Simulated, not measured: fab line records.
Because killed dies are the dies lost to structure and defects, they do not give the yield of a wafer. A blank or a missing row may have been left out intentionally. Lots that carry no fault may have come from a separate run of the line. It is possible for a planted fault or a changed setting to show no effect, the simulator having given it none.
Struck lot and sound lot, side by side || flow sky130 || 15 out of 708 route steps
Sound: wafers L696.3, L696.4, L696.6. Wafers struck: L704.4, L704.6. At the end, the cause is stated.
Order at every step that has rows: each side's tool, ch and its chambers, its first start. Under that, the readings that differ: sound wafers || struck wafers || difference of the means || sigmas: that difference in standard deviations of wafers without a fault.
alike: readings with means less than 2 such deviations apart, plus words and numbers identical on both sides. not compared: withheld readings, readings lacking a value on some wafer, bounds such as >300 that could conceal the same value, and numbers that have no deviation in the record and whose values overlap.
Wherever a step has rows on one side only, a row that says differs or no value, or a row with sigmas, the two part there. Numbers that have no deviation but don't overlap get no sigmas and don't part them. A reading missing from all wafers of one side parts the sides only when that side holds two or more wafers.

first, 3 steps without rows for these wafers: SKY_PASSIVATION_EXPOSE_08 (exposes mask NSM, target cd 3000 nm); SKY_PASSIVATION_PEB_09; SKY_PASSIVATION_DEVELOP_10 (develop time 60 s).
SKY_PASSIVATION_ETCH_11: etches the open film in CF4/O2, stops on AlCu, target depth 725 nm, time 161.1 s.
  sound on rie diel-03 ch 0,1,3, day 44 19:16; struck on rie diel-02 ch 1,2, day 46 20:37
  alike: chamber pressure mTorr, drypump motor current A, oes product au, run length s, throttle valve pct
  not compared: rf hours counter h
SKY_PASSIVATION_STRIP_12: strips in O2/N2.
  sound on plasma asher-01 ch 0,1, day 44 19:24; struck on plasma asher-03 ch 0,1, day 46 20:45
  alike: chamber pressure mTorr, drypump motor current A, o2 flow sccm, oes product au, strip time to endpoint s
  not compared: rf hours counter h
then, 7 steps without rows for these wafers: SKY_PAD_OPEN_DEHYDRATE_00 (time 60 s); SKY_PAD_OPEN_HMDS_01 (prime time 60 s); SKY_PAD_OPEN_COAT_02 (resist thk 3000 nm); SKY_PAD_OPEN_SOFTBAKE_03; SKY_PAD_OPEN_EXPOSE_04 (exposes mask PDM, target cd 60000 nm); SKY_PAD_OPEN_PEB_05; SKY_PAD_OPEN_DEVELOP_06 (develop time 60 s).
SKY_PAD_OPEN_ETCH_07: etches the open film in CF4/O2, stops on AlCu, target depth 725 nm, time 161.1 s.
  sound on rie diel-02 ch 0,1,2, day 45 16:49; struck on rie diel-02 ch 1,2, day 47 17:04
{"reading": "oes product au (a.u.)", "sound": "0.979 0.991 0.976", "struck": "0.881 0.884", "difference": -0.099, "sigmas": -15}
{"reading": "run length s (s)", "sound": "189.1 189.5 189.1", "struck": "222.1 222.5", "difference": "+33.1", "sigmas": "+79"}
{"reading": "throttle valve pct (%)", "sound": "5.958 5.980 5.967", "struck": "5.929 5.934", "difference": -0.037, "sigmas": -4}
  alike: chamber pressure mTorr, drypump motor current A
  not compared: rf hours counter h
SKY_PAD_OPEN_STRIP_08: strips in O2/N2.
  sound on plasma asher-03 ch 0,1, day 45 16:58; struck on plasma asher-03 ch 1, day 47 17:09
  alike: chamber pressure mTorr, drypump motor current A, o2 flow sccm, oes product au
  not compared: rf hours counter h
SKY_PAD_OPEN_PROBE_99:
  sound on prober-01 at day 45 19:29; struck on prober-01 at day 47 19:32
  alike: defect limited yield, killed_at_M0_to_M3, killed_at_M4_up, killed at contacts, killed at front end, killed at other, killed dies, killed open, killed short, sort_bin_3_pad_short, sort_bin_5_function, sort_bin_6_memory, sort n pass, sort yield pct

WHERE THEY PART
At SKY_PAD_OPEN_ETCH_07 and nowhere else, as far as this record goes. Later steps at which nothing parts them and some readings are alike: SKY_PAD_OPEN_STRIP_08, SKY_PAD_OPEN_PROBE_99.

WHY: what the simulator had put in
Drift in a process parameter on rie diel-02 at SKY_PAD_OPEN_ETCH_07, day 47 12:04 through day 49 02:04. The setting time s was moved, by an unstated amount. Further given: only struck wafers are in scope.
